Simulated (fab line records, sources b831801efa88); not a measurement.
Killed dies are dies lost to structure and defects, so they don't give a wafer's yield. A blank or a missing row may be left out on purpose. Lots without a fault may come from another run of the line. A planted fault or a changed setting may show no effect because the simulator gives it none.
fab line records | flow sky130
record lots=4 wafers=12 last_day=50
route steps=708 shown GATE_OXIDE@192 POLY_GATE@204 RES_PROTECT@206 PAD_OPEN@708
lots that met no fault: from a run of the same line without faults
start_h: hours from the record's first day to the start of the lot's first wafer shown | wait_h: hours since the lot's step before | " the same as in the row above | L1.1+2: a row that stands for several wafers | - no value, or no start given | * or withheld: withheld | < > ~ a bound
route shown NAME@n: a module of which the file shows steps, and the number in the route of the first | usual: mean/standard deviation of fault-free wafers | same: alike in all rows | chamber/n: place in a boat | sites: the reading at each site | _std_site: their standard deviation | _edge_site: outer sites' mean less inner sites' | radius_mm: how far each site lies from the wafer's centre | mask NAME#n: copy n | behind: the tool/chamber that last shaped the wafer | hold: why the lot was held/for how many hours/how that ended | device: the transistor (n, p or np) that didn't switch | end of line: the same wafers' tests at the end of the route | a step without rows: its recipe alone | killed: dies lost to structure and defects at the first sort, not the wafer's yield | map: a wafer's dies, x killed, . not, _ none there
set.NAME: the setting as run; set.NAME@STEP: as run at that earlier step | model.NAME: the simulator's own value behind a step, which no gauge read
lots at some steps of the route; a table a step, a row a wafer
services: from which hour (start_h, from the record's first day; less than 0 if before it) a tool's chamber was out of use, for how many hours, and why
## steps
# step SKY_GATE_OXIDE_COAT_05
# recipe resist=NOVOLAK spin_rpm=3000 resist_thk_nm=1140
# step SKY_GATE_OXIDE_SOFTBAKE_06
# recipe temp_c=90 time_s=60 resist=NOVOLAK
# step SKY_GATE_OXIDE_EXPOSE_07
# recipe mask_id=LVOM na=0.6 source_shape=conventional sigma_outer=0.6 polarization=unpolarized target_cd_nm=600 dose_mj=170
# step SKY_GATE_OXIDE_PEB_08
# recipe temp_c=withheld time_s=* resist=NOVOLAK
# step SKY_GATE_OXIDE_DEVELOP_09
# recipe resist=NOVOLAK developer=TMAH develop_time_s=60 dev_temp_c=23
# step SKY_GATE_OXIDE_IMPLANT_11
# recipe species=B energy_kev=10 dose_cm2=2.6e+12 tilt_deg=withheld
# step SKY_GATE_OXIDE_WET_ETCH_12
# recipe chemistry=dHF target_depth_nm=16.8 dry=n2_spin target=SiO2 dilution=100:1 temp_c=25 time_s=336
# step SKY_GATE_OXIDE_STRIP_13
# recipe chemistry=O2/N2 power_w=1400 pressure_mtorr=1500 platen_temp_c=withheld o2_flow_sccm=3000 n2_flow_sccm=300 overash_fraction=0.5
# step SKY_GATE_OXIDE_CLEAN_15
# recipe chemistry=SC1/SC2 mix=1:4:20 temp_c=70 time_s=150 dry=n2_spin
# step SKY_GATE_OXIDE_OXIDATION_16
# recipe temp_c=800 ambient=O2 idle_temp_c=700 ramp_up_c_per_min=10 ramp_down_c_per_min=3 stabilise_s=600 purge_s=300 target_thk_a=35.7 ox_time_s=1915
# step SKY_POLY_GATE_CVD_00
# recipe material=poly-Si target_thk_nm=180 temp_c=620 time_s=720 pressure_mtorr=200
# usual spike_tc_bottom_C=641.4/2.4 spike_tc_centre_C=621.8/1.2 spike_tc_lower_C=621.3/1.1 spike_tc_top_C=638.9/2.3 spike_tc_upper_C=620.6/1.2 susceptor_temp_C=620.00/0.29
# same time_s=720
# columns lot.wafer tool chamber start_h wait_h spike_tc_bottom_C spike_tc_centre_C spike_tc_lower_C spike_tc_top_C spike_tc_upper_C susceptor_temp_C model.poly-Si_of_POLY_GATE_CVD_00.thk_nm
L300.2 lpcvd-01 1 348.37 0.0 638.8 621.2 620.6 636.8 618.5 620.15 182.6
L300.3 " 1 " " 639.1 620.7 621.7 636.0 619.7 619.90 181.5
L300.5 " 1 " " 637.9 620.7 622.7 637.0 620.2 619.91 180.8
L307.4 lpcvd-01 1 408.21 0.0 627.8 611.6 610.3 627.3 610.6 609.60 143.7
L307.5 " 1 " " 629.9 611.4 612.4 625.9 609.9 609.43 144.2
L307.6 " 1 " " 629.4 610.4 610.7 626.6 609.3 609.67 143.5
L308.2 lpcvd-01 1 418.91 0.0 629.7 610.9 610.6 626.0 610.7 609.12 140.1
L308.5 " 1 " " 628.9 610.8 609.8 625.6 609.4 609.43 141.6
L308.6 " 1 " " 628.0 611.5 611.6 625.3 611.0 609.18 142.9
L318.2 lpcvd-01 1 490.16 0.0 639.5 620.9 621.7 637.2 619.0 620.00 178.9
L318.3 " 1 " " 639.1 620.9 620.2 635.4 618.9 620.10 179.1
L318.4 " 1 " " 639.2 622.9 622.3 637.4 620.1 620.12 180
# step SKY_POLY_GATE_THK_MEAS_01
# recipe reads=poly-Si_of_POLY_GATE_CVD_00
# usual POLY_GATE_CVD_00_THK=180.3/1.3
# columns lot.wafer tool chamber start_h wait_h POLY_GATE_CVD_00_THK[nm]
L300.2 film_metro-02 - 349.58 0.0 182.5
L300.3 " - " " 181.5
L300.5 " - " " 180.8
L307.4 film_metro-03 - 409.44 0.0 143.7
L307.5 " - " " 144.2
L307.6 " - " " 143.5
L308.2 film_metro-02 - 420.12 0.0 140.2
L308.5 " - " " 141.6
L308.6 " - " " 142.8
L318.2 film_metro-02 - 491.37 0.0 178.8
L318.3 " - " " 179.2
L318.4 " - " " 180.0
# step SKY_RES_PROTECT_DEHYDRATE_00
# recipe temp_c=200 time_s=60
# step SKY_RES_PROTECT_HMDS_01
# recipe prime_time_s=60 prime_temp_c=120
# step SKY_RES_PROTECT_COAT_02
# recipe resist=NOVOLAK spin_rpm=3000 resist_thk_nm=1140
# step SKY_RES_PROTECT_SOFTBAKE_03
# recipe temp_c=90 time_s=60 resist=NOVOLAK
# step SKY_RES_PROTECT_EXPOSE_04
# recipe mask_id=RPM na=0.6 source_shape=conventional sigma_outer=0.6 polarization=unpolarized target_cd_nm=1270 dose_mj=131
# step SKY_RES_PROTECT_PEB_05
# recipe temp_c=withheld time_s=* resist=NOVOLAK
# step SKY_RES_PROTECT_DEVELOP_06
# recipe resist=NOVOLAK developer=TMAH develop_time_s=60 dev_temp_c=23
# step SKY_POLY_GATE_IMPLANT_02
# recipe species=P energy_kev=30 dose_cm2=7.7e+15 tilt_deg=0
# step SKY_RES_PROTECT_STRIP_07
# recipe chemistry=O2/N2 power_w=1400 pressure_mtorr=1500 platen_temp_c=withheld o2_flow_sccm=3000 n2_flow_sccm=300 overash_fraction=0.5
# step SKY_RES_PROTECT_CLEAN_09
# recipe chemistry=SC1/SC2 mix=1:4:20 temp_c=70 time_s=150 dry=n2_spin
# usual bath_guard_temp_C=70.1/0.51
# same time_s=150
# columns lot.wafer tool chamber start_h wait_h bath_guard_temp_C model.poly-Si_of_POLY_GATE_CVD_00.thk_nm
L300.2 wet_bench-03 2 377.55 0.0 70.0 182
L300.3 " 2 " " 70.0 180.9
L300.5 " 2 " " 70.3 180.2
L307.4 wet_bench-01 0 439.20 0.0 70.2 143
L307.5 " 0 " " 70.2 143.6
L307.6 " 0 " " 70.1 142.9
L308.2 wet_bench-03 1 450.50 0.0 69.9 139.5
L308.5 " 1 " " 70.2 141
L308.6 " 1 " " 70.0 142.2
L318.2 wet_bench-01 1 522.50 0.0 69.7 178.3
L318.3 " 1 " " 69.7 178.5
L318.4 " 1 " " 70.0 179.3
# step SKY_POLY_GATE_CVD_03
# recipe material=Si3N4 precursor=DCS/NH3 target_thk_nm=75 temp_c=770 time_s=1290 pressure_mtorr=250
# step SKY_POLY_GATE_DEHYDRATE_05
# recipe temp_c=200 time_s=60
# step SKY_POLY_GATE_HMDS_06
# recipe prime_time_s=60 prime_temp_c=120
# step SKY_POLY_GATE_COAT_07
# recipe resist=BARC temp_c=withheld time_s=withheld spin_rpm=3000 resist_thk_nm=110
# step SKY_POLY_GATE_COAT_08
# recipe resist=KrF-thick spin_rpm=3000 resist_thk_nm=450
# step SKY_POLY_GATE_SOFTBAKE_09
# recipe temp_c=100 time_s=90 resist=KrF-thick
# step SKY_POLY_GATE_EXPOSE_10
# recipe mask_id=P1M na=0.68 source_shape=conventional sigma_outer=0.6 target_cd_nm=150 dose_mj=28
# step SKY_POLY_GATE_PEB_11
# recipe peb_temp_c=withheld peb_time_s=withheld resist=KrF-thick
# step SKY_POLY_GATE_DEVELOP_12
# recipe develop_time_s=60 resist=KrF-thick dev_temp_c=21
# step SKY_POLY_GATE_ETCH_15
# recipe chemistry=N2/H2 target=BARC ion_energy_ev=200 source_w=500 bias_w=100 pressure_mtorr=30 n2_flow_sccm=100 h2_flow_sccm=200 stop_on=SiO2 time_s=118.5 target_depth_a=1100
# step SKY_POLY_GATE_ETCH_16
# recipe stop_on=poly-Si chemistry=CH3F/O2 target=Si3N4 source_w=400 bias_w=80 pressure_mtorr=25 ch3f_flow_sccm=40 O2_flow_sccm=30 time_s=147.5 target_depth_a=750
# step SKY_POLY_GATE_ETCH_17
# recipe target_depth_nm=180 stop_on=SiO2 over_etch_frac=0.56667 chemistry=HBr/Cl2 target=poly-Si icp_w=400 bias_w=100 pressure_mtorr=10 HBr_flow_sccm=150 Cl2_flow_sccm=50 time_s=70.5
# usual drypump_motor_current_A=5.6/0.58 he_backside_leak_sccm=2.7/0.36 mfc_cl2_sccm=50.01/0.14 oes_product_au=0.989/0.0067 throttle_valve_pct=33.684/0.009
# same time_s=70.5
# columns lot.wafer tool chamber start_h wait_h drypump_motor_current_A he_backside_leak_sccm mfc_cl2_sccm oes_product_au rf_hours_counter_h throttle_valve_pct model.etch.depth_nm model.POLY_GATE.feature_depth_nm
L300.2 rie_si-02 0 407.25 0.0 4.8 2.4 50.19 0.994 0 33.683 182 182
L300.3 " 3 " " 6.7 2.6 50.22 0.996 77 33.672 180.9 180.9
L300.5 " 1 " " 4.9 2.3 50.41 0.991 - 33.670 180.2 180.2
L307.4 rie_si-02 1 472.80 0.0 4.9 2.4 49.82 0.848 1 33.688 143 143
L307.5 " 2 " " 5.4 2.6 50.20 0.850 - 33.679 143.6 143.6
L307.6 " 1 " " 4.9 2.4 49.98 0.850 - 33.685 142.9 142.9
L308.2 rie_si-02 1 483.53 0.0 4.9 2.5 50.07 0.838 1 33.671 139.5 139.5
L308.5 " 2 " " 5.4 2.6 50.02 0.836 - 33.691 141 141
L308.6 " 3 " " 6.7 2.4 49.97 0.847 - 33.687 142.2 142.2
L318.2 rie_si-02 0 554.80 0.0 4.7 2.4 49.94 0.990 1 33.678 178.3 178.3
L318.3 " 1 " " 5.0 2.2 50.03 0.984 1 33.688 178.5 178.5
L318.4 " 3 " " 6.7 2.4 50.19 0.996 1 33.699 179.3 179.3
# step SKY_POLY_GATE_STRIP_18
# recipe chemistry=O2/N2 power_w=1400 pressure_mtorr=1500 platen_temp_c=withheld o2_flow_sccm=3000 n2_flow_sccm=300 overash_fraction=0.5
# step SKY_PAD_OPEN_PROBE_99
# usual killed_at_M0_to_M3=44/8.6 killed_at_M4_up=3.4/1.9 killed_at_contacts=23/5.7 killed_at_front_end=15/4.5 killed_at_other=0.4/0.62 killed_dies=86/11 killed_open=46/7.6 killed_short=39/6.3
# same gross_dies=492 killed_at_back_side=0
# columns lot.wafer tool chamber start_h wait_h killed_at_M0_to_M3 killed_at_M4_up killed_at_contacts killed_at_front_end killed_at_other killed_dies killed_open killed_short model.etest.res_high_po.line_ohm_um model.etest.res_poly.line_ohm_um model.etest.tip_sonos.rs_ohm_sq model.etest.res_high_po.rs_ohm_sq model.etest.res_poly.rs_ohm_sq model.etest.cap_li_to_poly.c_af_um2
L300.2 prober-01 - 1106.48 0.1 51 8 24 21 0 104 58 45 714.9 499.3 2588 251.1 47.22 100.5
L300.3 prober-01 - 1106.53 0.2 50 4 22 18 0 94 50 43 729.2 490.4 2592 262.8 48.63 100.3
L300.5 prober-01 - 1106.63 0.2 48 4 13 21 1 87 48 39 731.8 505.6 2548 259.5 48.34 100.4
L307.4 prober-02 - 1146.11 0.2 41 6 22 22 0 91 55 36 905.1 640.6 2597 314.7 59.97 90.67
L307.5 prober-02 - 1146.16 0.2 32 3 24 21 0 80 40 40 886.8 635.9 2581 312.4 59.39 90.36
L307.6 prober-02 - 1146.21 0.2 44 2 26 19 0 91 56 35 899.9 642.3 2606 313.4 59.86 90.89
L308.2 prober-01 - 1155.79 0.1 46 5 28 15 0 94 54 40 943.3 667.1 2610 328.1 61.63 88.01
L308.5 prober-01 - 1155.94 0.2 43 5 27 21 0 96 47 49 939.7 683.2 2631 322.4 60.91 88.2
L308.6 prober-01 - 1155.99 0.2 32 1 30 19 0 82 38 44 908.9 646.3 2582 318.8 59.86 89.66
L318.2 prober-01 - 1194.97 0.1 45 5 18 17 0 85 52 33 744.2 531.7 2623 257.4 47.99 98.22
L318.3 prober-01 - 1195.02 0.2 39 3 22 13 1 78 43 34 747.9 523.6 2631 259.6 47.99 100.4
L318.4 prober-01 - 1195.07 0.2 33 2 15 10 1 61 34 27 742.8 514.7 2612 259.3 48.05 98.89
# killed by level:class
L300.2 VIA1:geometric_particle:open=15 CONTACT:geometric_particle:open=9 FIELD_ISO:geometric_particle:open=8 METAL1:geometric_particle:short=8 LI_CONTACT:geometric_particle:open=6 VIA1:geometric_particle:short=6 VIA3:geometric_particle:open=6 METAL4:geometric_particle:short=5
L300.3 VIA3:geometric_particle:open=9 METAL2:geometric_particle:short=8 VIA2:geometric_particle:open=8 CONTACT:geometric_particle:open=8 METAL1:geometric_particle:short=8 LI_CONTACT:geometric_particle:open=7 VIA3:geometric_particle:short=6 VIA1:geometric_particle:open=5
L300.5 FIELD_ISO:geometric_particle:open=8 VIA1:geometric_particle:open=8 METAL1:geometric_particle:short=7 VIA3:geometric_particle:open=7 CONTACT:geometric_particle:open=6 VIA1:geometric_particle:short=5 METAL2:geometric_particle:short=4 LI_CONTACT:geometric_particle:open=4
L307.4 CONTACT:geometric_particle:open=9 VIA2:geometric_particle:open=9 LI_CONTACT:geometric_particle:open=8 VIA1:geometric_particle:open=7 VIA3:geometric_particle:open=7 METAL4:geometric_particle:short=6 POLY_GATE:geometric_particle:open=6 METAL2:geometric_particle:short=5
L307.5 CONTACT:geometric_particle:open=10 FIELD_ISO:geometric_particle:short=9 VIA3:geometric_particle:open=8 VIA1:geometric_particle:open=7 FIELD_ISO:geometric_particle:open=4 LI_CONTACT:geometric_particle:open=4 LOCAL_INTERCONNECT:geometric_particle:short=4 POLY_GATE:geometric_particle:open=3
L307.6 VIA1:geometric_particle:open=12 CONTACT:geometric_particle:open=12 METAL1:geometric_particle:short=9 FIELD_ISO:geometric_particle:open=8 VIA3:geometric_particle:open=6 LI_CONTACT:geometric_particle:open=5 FIELD_ISO:geometric_particle:short=4 LOCAL_INTERCONNECT:geometric_particle:short=4
L308.2 VIA1:geometric_particle:open=14 CONTACT:geometric_particle:open=11 LI_CONTACT:geometric_particle:open=8 METAL2:geometric_particle:short=7 VIA2:geometric_particle:open=7 VIA3:geometric_particle:short=5 POLY_GATE:geometric_particle:open=4 LI_CONTACT:geometric_particle:short=4
L308.5 VIA1:geometric_particle:open=9 VIA3:geometric_particle:open=8 LI_CONTACT:geometric_particle:open=8 FIELD_ISO:geometric_particle:open=7 FIELD_ISO:geometric_particle:short=6 LOCAL_INTERCONNECT:geometric_particle:short=6 VIA2:geometric_particle:open=6 METAL1:geometric_particle:short=5
L308.6 LOCAL_INTERCONNECT:geometric_particle:short=11 VIA1:geometric_particle:open=11 LI_CONTACT:geometric_particle:open=7 FIELD_ISO:geometric_particle:short=6 FIELD_ISO:geometric_particle:open=5 POLY_GATE:geometric_particle:open=5 LI_CONTACT:geometric_particle:short=4 CONTACT:geometric_particle:open=4
L318.2 VIA1:geometric_particle:open=11 VIA2:geometric_particle:open=9 LI_CONTACT:geometric_particle:open=8 METAL3:geometric_particle:short=6 POLY_GATE:geometric_particle:open=5 METAL2:geometric_particle:short=5 FIELD_ISO:geometric_particle:open=4 METAL1:geometric_particle:short=4
L318.3 CONTACT:geometric_particle:open=9 METAL1:geometric_particle:short=8 VIA1:geometric_particle:open=8 VIA2:geometric_particle:open=7 LI_CONTACT:geometric_particle:open=6 METAL2:geometric_particle:short=6 POLY_GATE:geometric_particle:short=5 VIA2:geometric_particle:short=4
L318.4 LI_CONTACT:geometric_particle:open=5 METAL1:geometric_particle:short=5 METAL2:geometric_particle:short=5 CONTACT:geometric_particle:short=4 CONTACT:geometric_particle:open=4 METAL1:geometric_particle:open=4 VIA1:geometric_particle:open=4 VIA2:geometric_particle:open=4
## services
# columns tool chamber start_h hours kind
rie_si-02 0 362.53 - clean
rie_si-02 0 362.53 20.6 scheduled_down
rie_si-02 0 362.53 20.6 vent_cycle
rie_si-02 1 383.13 - clean
rie_si-02 1 383.13 22.8 scheduled_down
rie_si-02 1 383.13 22.8 vent_cycle
rie_si-02 0 391.91 8.0 repair
rie_si-02 2 405.91 - clean
rie_si-02 2 405.91 16.3 scheduled_down
rie_si-02 2 405.91 16.3 vent_cycle
rie_si-02 3 422.23 - clean
rie_si-02 3 422.23 25.6 scheduled_down
rie_si-02 3 422.23 25.6 vent_cycle
lpcvd-01 - 438.65 4.3 pm
wet_bench-01 - 494.19 7.4 repair
rie_si-02 - 508.92 2.8 pm
wet_bench-01 - 516.28 4.4 repair
## key
first_sign step=SKY_POLY_GATE_CVD_00 reading=susceptor_temp_C direction=down sigmas=36 usual=* struck=*
effect step=SKY_POLY_GATE_CVD_00 reading=spike_tc_lower_C direction=down sigmas=9.2 usual=621.3 struck=610.9
effect step=SKY_POLY_GATE_THK_MEAS_01 reading=POLY_GATE_CVD_00_THK direction=down sigmas=30 usual=180.3 struck=142.7
effect step=SKY_POLY_GATE_ETCH_17 reading=oes_product_au direction=down sigmas=22 usual=0.989 struck=0.845
model_effect step=SKY_POLY_GATE_CVD_00 value=poly-Si_of_POLY_GATE_CVD_00.thk_nm without=181.5 struck=142.7
model_effect step=SKY_RES_PROTECT_CLEAN_09 value=poly-Si_of_POLY_GATE_CVD_00.thk_nm without=180.8 struck=142
model_effect step=SKY_POLY_GATE_ETCH_17 value=etch.depth_nm without=180 struck=142
model_effect step=SKY_PAD_OPEN_PROBE_99 value=etest.res_high_po.line_ohm_um without=734 struck=913.9
met_at SKY_POLY_GATE_CVD_00
struck_wafers L307.4,L307.5,L307.6,L308.2,L308.5,L308.6
tester_left_out L307,L308
onset_between 348.37 408.21
fault kind=process_parameter_drift tool=lpcvd-01 chamber=1 onset_h=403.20 steps=SKY_POLY_GATE_CVD_00 channel=temp_c offset=* shape=step end_h=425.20 stated=*
# tester_left_out: of these lots the tester's yield and bins aren't shown, on N5 and GAA mostly nor the transistor test; their killed dies are dies lost to structure and defects alone, not to doping, threshold or leakage, so they don't give the yield
